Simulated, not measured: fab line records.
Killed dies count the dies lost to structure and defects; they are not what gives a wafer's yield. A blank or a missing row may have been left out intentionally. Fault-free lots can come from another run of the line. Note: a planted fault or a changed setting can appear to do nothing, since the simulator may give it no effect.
fab line records	flow sky130
record: lots: 6	wafers: 18	last-day: 50
route steps=708 shown RES_PROTECT@211 POLY_GATE@213 PAD_OPEN@708
lots untouched by any fault: they come from a run of this same line in which no faults occurred
start-h: hours from the record's first day to the start of the lot's first wafer shown	wait-h: hours since the lot's step before	" as in the row above	L1.1+2: several wafers, shown together as one row	- no value, or no start given	* or withheld: withheld	< > ~ a bound
route shown NAME@n: names a module that has steps shown in the file, with the first one's number in the route	usual: mean and standard deviation over wafers with no fault	same: alike in all rows	chamber/n: place in a boat	sites: readings site by site	_std_site: the values' standard deviation	_edge_site: mean of outer sites minus mean of inner sites	radius-mm: how far each site lies from the wafer's centre	mask NAME#n: copy n	behind: tool/chamber where the wafer was last shaped	hold: what put the lot on hold/how long, in hours/how the hold closed	device: the transistor (n, p or np) that didn't switch	end of line: the same wafers' tests at the end of the route	a step with no rows: only its recipe	killed: not the wafer's yield, but the dies lost to structure and defects at the first sort	map: dies across one wafer; x = killed, . = not, _ = none there
set.NAME: the setting the step ran with; set.NAME@STEP: the setting that earlier step ran with	model.NAME: the simulator's own value behind a step, which no gauge read
lots seen at some steps along the route; tables by step, rows by wafer
services: the hour from which a tool's chamber was out of use, counted from the record's first day as start-h (under 0 if before that day), plus the number of hours and why
== steps ==
step: SKY_RES_PROTECT_PEB_05
recipe: temp-c: withheld	time-s: *	resist: NOVOLAK
step: SKY_RES_PROTECT_DEVELOP_06
recipe: resist: NOVOLAK	developer: TMAH	develop-time-s: 60	dev-temp-c: 23
step: SKY_POLY_GATE_IMPLANT_02
recipe: species: P	energy-kev: 30	dose-cm2: 7.7e+15	tilt-deg: 0
step: SKY_RES_PROTECT_STRIP_07
recipe: chemistry: O2/N2	power-w: 1400	pressure-mtorr: 1500	platen-temp-c: withheld	o2-flow-sccm: 3000	n2-flow-sccm: 300	overash-fraction: 0.5
usual: drypump-motor-current-A: 5.6/0.6	oes-product-au: 0.518/0.0044	strip-time-to-endpoint-s: 23.30/0.032
lot.wafer	tool	chamber	start-h	wait-h	drypump-motor-current-A	oes-product-au	rf-hours-counter-h	strip-time-to-endpoint-s
L470.1	plasma-asher-01	0	374.67	0.1	6.3	0.520	68	23.30
L470.2	"	1	"	"	4.8	0.520	68	23.30
L470.6	"	1	"	"	4.8	0.522	-	23.26
L475.3	plasma-asher-01	0	416.49	0.1	6.3	0.520	-	23.27
L475.4	"	1	"	"	4.8	0.522	-	23.26
L475.5	"	1	"	"	4.8	0.524	-	23.24
L477.2	plasma-asher-04	1	430.27	0.1	5.4	0.516	0	23.31
L477.3	"	0	"	"	6.0	0.517	-	23.31
L477.4	"	1	"	"	5.4	0.528	-	23.33
L488.1	plasma-asher-04	0	529.86	0.1	6.0	0.515	11	23.35
L488.2	"	1	"	"	5.4	0.522	11	23.32
L488.6	"	1	"	"	5.3	0.519	-	23.27
L487.1	plasma-asher-03	1	531.39	0.1	5.3	0.513	37	23.31
L487.3	"	1	"	"	5.3	0.517	-	23.26
L487.5	"	1	"	"	5.3	0.512	-	23.29
L489.2	plasma-asher-01	1	537.12	0.1	4.8	0.513	85	23.30
L489.3	"	0	"	"	6.3	0.521	-	23.26
L489.6	"	0	"	"	6.3	0.520	-	23.26
step: SKY_RES_PROTECT_TW_MEAS_08
usual: POLY_GATE_TW: 4017/31
lot.wafer	tool	chamber	start-h	wait-h	POLY_GATE_TW
L470.1	film-metro-02	-	374.77	0.1	4035
L470.2	"	-	"	"	4029
L470.6	"	-	"	"	4014
L475.3	film-metro-02	-	416.58	0.1	4035
L475.4	"	-	"	"	4035
L475.5	"	-	"	"	4035
L477.2	film-metro-04	-	430.38	0.1	4063
L477.3	"	-	"	"	4052
L477.4	"	-	"	"	4060
L488.1	film-metro-03	-	529.96	0.1	3951
L488.2	"	-	"	"	3966
L488.6	"	-	"	"	3967
L487.1	film-metro-04	-	531.49	0.1	4069
L487.3	"	-	"	"	4066
L487.5	"	-	"	"	4068
L489.2	film-metro-03	-	537.23	0.1	3969
L489.3	"	-	"	"	3961
L489.6	"	-	"	"	3973
step: SKY_RES_PROTECT_CLEAN_09
recipe: chemistry: SC1/SC2	mix: 1:4:20	temp-c: 70	time-s: 150	dry: n2-spin
step: SKY_POLY_GATE_CVD_03
recipe: material: Si3N4	precursor: DCS/NH3	target-thk-nm: 75	temp-c: 770	time-s: 1290	pressure-mtorr: 250
step: SKY_POLY_GATE_THK_MEAS_04
recipe: reads: Si3N4_of_POLY_GATE_CVD_03
usual: POLY_GATE_CVD_03_THK: 75.3/0.62
lot.wafer	tool	chamber	start-h	wait-h	POLY_GATE_CVD_03_THK[nm]
L470.1	film-metro-02	-	377.70	0.0	75.4
L470.2	"	-	"	"	75.8
L470.6	"	-	"	"	75.8
L475.3	film-metro-01	-	418.19	0.0	74.6
L475.4	"	-	"	"	74.6
L475.5	"	-	"	"	74.0
L477.2	film-metro-02	-	431.94	0.0	74.8
L477.3	"	-	"	"	74.5
L477.4	"	-	"	"	75.1
L488.1	film-metro-02	-	531.44	0.0	75.0
L488.2	"	-	"	"	75.2
L488.6	"	-	"	"	75.0
L487.1	film-metro-02	-	532.97	0.0	75.9
L487.3	"	-	"	"	75.6
L487.5	"	-	"	"	75.8
L489.2	film-metro-02	-	538.70	0.0	75.8
L489.3	"	-	"	"	75.5
L489.6	"	-	"	"	75.3
step: SKY_POLY_GATE_DEHYDRATE_05
recipe: temp-c: 200	time-s: 60
step: SKY_POLY_GATE_HMDS_06
recipe: prime-time-s: 60	prime-temp-c: 120
step: SKY_POLY_GATE_COAT_07
recipe: resist: BARC	temp-c: withheld	time-s: withheld	spin-rpm: 3000	resist-thk-nm: 110
step: SKY_POLY_GATE_COAT_08
recipe: resist: KrF-thick	spin-rpm: 3000	resist-thk-nm: 450
step: SKY_POLY_GATE_SOFTBAKE_09
recipe: temp-c: 100	time-s: 90	resist: KrF-thick
usual: heater-power-total-W: 57.35/0.11	plate-temp-C: 99.97/0.1
lot.wafer	tool	chamber	start-h	wait-h	heater-power-total-W	plate-temp-C
L470.1	litho-track-02	0	392	-	57.28	99.92
L470.2	"	0	"	"	57.32	99.91
L470.6	"	0	"	"	57.36	100.06
L475.3	litho-track-03	0	433	-	57.34	99.96
L475.4	"	0	"	"	57.10	100.11
L475.5	"	0	"	"	57.55	99.92
L477.2	litho-track-03	0	447	-	57.37	99.81
L477.3	"	0	"	"	57.29	99.91
L477.4	"	0	"	"	57.20	99.90
L488.1	litho-track-02	0	546	-	57.32	100.01
L488.2	"	0	"	"	57.44	99.99
L488.6	"	0	"	"	57.50	100.15
L487.1	litho-track-03	0	548	-	53.37	95.03
L487.3	"	0	"	"	53.55	95.04
L487.5	"	0	"	"	53.36	95.07
L489.2	litho-track-03	0	553	-	53.25	94.91
L489.3	"	0	"	"	53.29	94.81
L489.6	"	0	"	"	53.27	95.05
step: SKY_POLY_GATE_EXPOSE_10
recipe: mask-id: P1M	na: 0.68	source-shape: conventional	sigma-outer: 0.6	target-cd-nm: 150	dose-mj: 28
step: SKY_POLY_GATE_PEB_11
recipe: peb-temp-c: withheld	peb-time-s: withheld	resist: KrF-thick
step: SKY_POLY_GATE_DEVELOP_12
recipe: develop-time-s: 60	resist: KrF-thick	dev-temp-c: 21
lot.wafer	tool	chamber	start-h	wait-h	model.KrF-thick_of_POLY_GATE_COAT_08.thk-nm
L470.1	litho-track-03	0	-	-	435.5
L470.2	"	0	"	"	436.8
L470.6	"	0	"	"	438.1
L475.3	litho-track-03	0	-	-	434.2
L475.4	"	0	"	"	435.4
L475.5	"	0	"	"	434.8
L477.2	litho-track-03	0	-	-	436
L477.3	"	0	"	"	435.6
L477.4	"	0	"	"	435
L488.1	litho-track-03	0	-	-	434.3
L488.2	"	0	"	"	434.6
L488.6	"	0	"	"	435.1
L487.1	litho-track-03	0	-	-	439.5
L487.3	"	0	"	"	441.1
L487.5	"	0	"	"	439.4
L489.2+6	litho-track-03	0	-	-	440.7
L489.3	"	0	"	"	440.9
step: SKY_POLY_GATE_CD_MEAS_13
recipe: target-cd-nm: 150
usual: cd-nm: 150.1/1.3
lot.wafer	tool	chamber	start-h	wait-h	cd-nm
L470.1	cd-sem-01	-	407.32	-	150.9
L470.2	"	-	"	"	151.6
L470.6	"	-	"	"	151.3
L475.3	cd-sem-02	-	449.01	-	150.8
L475.4	"	-	"	"	150.7
L475.5	"	-	"	"	150.1
L477.2	cd-sem-01	-	462.70	-	148.9
L477.3	"	-	"	"	146.9
L477.4	"	-	"	"	148.8
L488.1	cd-sem-02	-	561.87	-	150.3
L488.2	"	-	"	"	150.2
L488.6	"	-	"	"	149.1
L487.1	cd-sem-02	-	563.17	-	152.0
L487.3	"	-	"	"	153.1
L487.5	"	-	"	"	153.2
L489.2	cd-sem-02	-	568.59	-	152.0
L489.3	"	-	"	"	151.8
L489.6	"	-	"	"	151.5
step: SKY_POLY_GATE_OVL_MEAS_14
usual: POLY_GATE_OVL: 0/5.2
lot.wafer	tool	chamber	start-h	wait-h	POLY_GATE_OVL[nm]
L470.1	overlay-02	-	407.44	0.1	0
L470.2	"	-	"	"	1
L470.6	"	-	"	"	-6
L475.3	overlay-02	-	449.10	0.1	5
L475.4	"	-	"	"	-5
L475.5	"	-	"	"	-2
L477.2	overlay-02	-	462.80	0.1	-1
L477.3	"	-	"	"	-2
L477.4	"	-	"	"	1
L488.1	overlay-01	-	561.99	0.1	7
L488.2	"	-	"	"	2
L488.6	"	-	"	"	3
L487.1	overlay-02	-	563.29	0.1	-1
L487.3	"	-	"	"	-3
L487.5	"	-	"	"	1
L489.2	overlay-01	-	568.70	0.1	2
L489.3	"	-	"	"	2
L489.6	"	-	"	"	3
step: SKY_POLY_GATE_ETCH_15
recipe: chemistry: N2/H2	target: BARC	ion-energy-ev: 200	source-w: 500	bias-w: 100	pressure-mtorr: 30	n2-flow-sccm: 100	h2-flow-sccm: 200	stop-on: SiO2	time-s: 118.5	target-depth-a: 1100
usual: drypump-motor-current-A: 5.7/0.4	oes-product-au: 0.717/0.0048	throttle-valve-pct: 13.212/0.0092
lot.wafer	tool	chamber	start-h	wait-h	drypump-motor-current-A	oes-product-au	rf-hours-counter-h	throttle-valve-pct	model.KrF-thick_of_POLY_GATE_COAT_08.thk-nm
L470.1	rie-diel-02	1	407.48	0.0	6.1	0.720	6	13.217	343.6
L470.2	"	0	"	"	5.8	0.712	95	13.194	345.9
L470.6	"	1	"	"	6.1	0.725	-	13.233	345.9
L475.3	rie-diel-02	1	449.13	0.0	6.1	0.714	7	13.222	341.7
L475.4	"	3	"	"	5.9	0.718	35	13.211	342.2
L475.5	"	0	"	"	5.8	0.714	-	13.198	343.9
L477.2	rie-diel-02	0	462.83	0.0	5.8	0.721	97	13.225	345.5
L477.3	"	1	"	"	6.1	0.717	7	13.206	343.1
L477.4	"	0	"	"	5.8	0.709	-	13.195	344.4
L488.1	rie-diel-04	2	562.03	0.0	5.3	0.707	68	13.223	343.6
L488.2	"	3	"	"	5.6	0.719	2	13.202	343.2
L488.6	"	2	"	"	5.3	0.708	-	13.206	344.6
L487.1	rie-diel-03	0	563.33	0.0	6.5	0.707	18	13.212	347
L487.3	"	2	"	"	5.7	0.712	2	13.203	349.9
L487.5	"	1	"	"	4.9	0.719	-	13.205	347.9
L489.2	rie-diel-02	3	568.73	0.0	5.8	0.711	38	13.213	349.6
L489.3	"	0	"	"	5.8	0.719	1	13.205	349.6
L489.6	"	3	"	"	5.9	0.712	-	13.224	350.2
step: SKY_POLY_GATE_ETCH_16
recipe: stop-on: poly-Si	chemistry: CH3F/O2	target: Si3N4	source-w: 400	bias-w: 80	pressure-mtorr: 25	ch3f-flow-sccm: 40	O2_flow_sccm: 30	time-s: 147.5	target-depth-a: 750
usual: drypump-motor-current-A: 5.7/0.4	oes-product-au: 0.641/0.0054	throttle-valve-pct: 10.535/0.01
lot.wafer	tool	chamber	start-h	wait-h	drypump-motor-current-A	oes-product-au	rf-hours-counter-h	throttle-valve-pct
L470.1	rie-diel-02	1	407.60	0.1	6.1	0.640	6	10.541
L470.2	"	0	"	"	5.8	0.647	95	10.533
L470.6	"	1	"	"	6.1	0.634	-	10.521
L475.3	rie-diel-02	1	449.21	0.0	6.1	0.629	7	10.524
L475.4	"	3	"	"	5.9	0.635	35	10.537
L475.5	"	0	"	"	5.8	0.629	-	10.529
L477.2	rie-diel-02	0	462.91	0.0	5.8	0.643	97	10.544
L477.3	"	1	"	"	6.1	0.642	7	10.531
L477.4	"	0	"	"	5.8	0.639	-	10.529
L488.1	rie-diel-04	2	562.11	0.0	5.3	0.639	68	10.527
L488.2	"	3	"	"	5.5	0.634	2	10.546
L488.6	"	2	"	"	5.3	0.635	-	10.532
L487.1	rie-diel-03	0	563.41	0.0	6.5	0.643	18	10.519
L487.3	"	2	"	"	5.7	0.642	2	10.541
L487.5	"	1	"	"	4.9	0.644	-	10.556
L489.2	rie-diel-02	3	568.81	0.0	5.9	0.650	38	10.538
L489.3	"	0	"	"	5.7	0.634	1	10.547
L489.6	"	3	"	"	5.9	0.645	-	10.539
step: SKY_PAD_OPEN_PROBE_99
usual: killed_at_M0_to_M3: 44/6.3	killed_at_M4_up: 2.8/1.7	killed-at-contacts: 25/5.8	killed-at-front-end: 14/4.4	killed-at-other: 0.3/0.49	killed-dies: 86/8.7	killed-open: 48/5.8	killed-short: 38/6
same: gross-dies: 492	killed-at-back-side: 0
lot.wafer	tool	chamber	start-h	wait-h	killed_at_M0_to_M3	killed_at_M4_up	killed-at-contacts	killed-at-front-end	killed-at-other	killed-dies	killed-open	killed-short
L470.1	prober-02	-	1102.50	0.1	39	1	17	13	0	70	45	25
L470.2	prober-02	-	1102.55	0.1	51	2	13	15	0	81	46	35
L470.6	prober-02	-	1102.75	0.2	39	2	23	15	0	79	47	32
L475.3	prober-01	-	1128.02	0.2	42	3	33	11	0	89	53	36
L475.4	prober-01	-	1128.07	0.2	34	8	38	14	0	94	53	41
L475.5	prober-01	-	1128.12	0.2	48	1	31	12	0	92	57	35
L489.6	prober-01	-	1196.90	0.2	44	3	17	14	1	79	43	36
killed by level:class
L470.1 VIA1:geometric-particle:open=9 FIELD_ISO:geometric-particle:open=8 VIA3:geometric-particle:open=7 CONTACT:geometric-particle:open=5 VIA2:geometric-particle:open=5 LI_CONTACT:geometric-particle:short=4 CONTACT:geometric-particle:short=4 METAL1:geometric-particle:short=4
L470.2 VIA1:geometric-particle:open=11 VIA3:geometric-particle:open=9 METAL2:geometric-particle:short=8 VIA2:geometric-particle:open=6 CONTACT:geometric-particle:open=6 FIELD_ISO:geometric-particle:open=5 VIA1:geometric-particle:short=5 METAL1:geometric-particle:short=4
L470.6 CONTACT:geometric-particle:open=9 VIA1:geometric-particle:open=9 METAL2:geometric-particle:short=9 LI_CONTACT:geometric-particle:open=8 FIELD_ISO:geometric-particle:open=7 VIA1:geometric-particle:short=4 FIELD_ISO:geometric-particle:short=3 VIA3:geometric-particle:short=3
L475.3 LI_CONTACT:geometric-particle:open=11 CONTACT:geometric-particle:open=11 VIA3:geometric-particle:open=9 CONTACT:geometric-particle:short=7 VIA1:geometric-particle:open=7 VIA2:geometric-particle:open=6 VIA1:geometric-particle:short=5 METAL1:geometric-particle:short=5
L475.4 LI_CONTACT:geometric-particle:open=15 VIA1:geometric-particle:open=9 CONTACT:geometric-particle:open=8 METAL4:geometric-particle:short=8 CONTACT:geometric-particle:short=7 VIA2:geometric-particle:open=6 VIA3:geometric-particle:open=5 LOCAL_INTERCONNECT:geometric-particle:short=5
L475.5 VIA1:geometric-particle:open=13 CONTACT:geometric-particle:open=11 VIA3:geometric-particle:open=9 CONTACT:geometric-particle:short=6 METAL2:geometric-particle:short=5 LI_CONTACT:geometric-particle:open=5 LOCAL_INTERCONNECT:geometric-particle:short=5 VIA2:geometric-particle:open=5
L489.6 VIA1:geometric-particle:open=12 CONTACT:geometric-particle:open=8 VIA1:geometric-particle:short=7 METAL2:geometric-particle:short=6 POLY_GATE:geometric-particle:open=5 VIA2:geometric-particle:open=5 POLY_GATE:geometric-particle:short=4 VIA3:geometric-particle:open=4
== services ==
tool	chamber	start-h	hours	kind
rie-diel-02	2	356.92	3.5	repair
rie-diel-03	-	366.50	1.4	repair
plasma-asher-03	-	367.16	9.7	repair
rie-diel-04	-	385.31	2.8	pm
rie-diel-02	2	386.86	21.4	repair
rie-diel-02	3	401.52	16.0	repair
plasma-asher-04	-	421.25	9.0	pm
rie-diel-02	-	426.89	0.3	repair
rie-diel-04	3	439.85	2.9	repair
rie-diel-04	-	441.40	14.6	pm
rie-diel-03	3	441.89	2.9	repair
rie-diel-03	3	450.17	8.9	repair
plasma-asher-03	-	454.56	19.3	repair
rie-diel-02	2	461.35	10.1	repair
rie-diel-02	1	469.76	5.8	repair
plasma-asher-03	-	473.83	14.6	pm
rie-diel-02	0	482.33	-	clean
rie-diel-02	0	482.33	20.7	scheduled-down
rie-diel-03	-	496.46	8.1	repair
rie-diel-03	1	502.67	22.7	repair
rie-diel-03	0	531.46	2.4	repair
rie-diel-02	-	539.40	0.3	repair
rie-diel-02	-	553.82	0.2	repair
rie-diel-02	3	562.96	1.9	repair
== key ==
first-sign: step: SKY_POLY_GATE_SOFTBAKE_09	reading: plate-temp-C	direction: down	sigmas: 48	usual: *	struck: *
effect: step: SKY_POLY_GATE_SOFTBAKE_09	reading: heater-power-total-W	direction: down	sigmas: 35	usual: *	struck: *
effect: step: SKY_POLY_GATE_CD_MEAS_13	reading: cd-nm	direction: up	sigmas: 1.6	usual: 150.1	struck: 152.2
model-effect: step: SKY_POLY_GATE_DEVELOP_12	value: KrF-thick_of_POLY_GATE_COAT_08.thk-nm	without: 437.3	struck: 440.4
model-effect: step: SKY_POLY_GATE_ETCH_15	value: KrF-thick_of_POLY_GATE_COAT_08.thk-nm	without: 345.9	struck: 349
met-at SKY_POLY_GATE_SOFTBAKE_09
struck-wafers L487.1,L487.3,L487.5,L489.2,L489.3,L489.6
tester-left-out L487,L489
onset-between 447 548
fault: kind: process-parameter-drift	tool: litho-track-03	chamber: -	onset-h: 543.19	steps: SKY_POLY_GATE_SOFTBAKE_09	channel: temp-c	offset: *	shape: step	end-h: 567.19	acts-in: *	stated: *
tester-left-out: of these lots the tester's yield and bins aren't shown, on N5 and GAA mostly nor the transistor test; their killed dies are dies lost to structure and defects alone, not to doping, threshold or leakage, so they don't give the yield
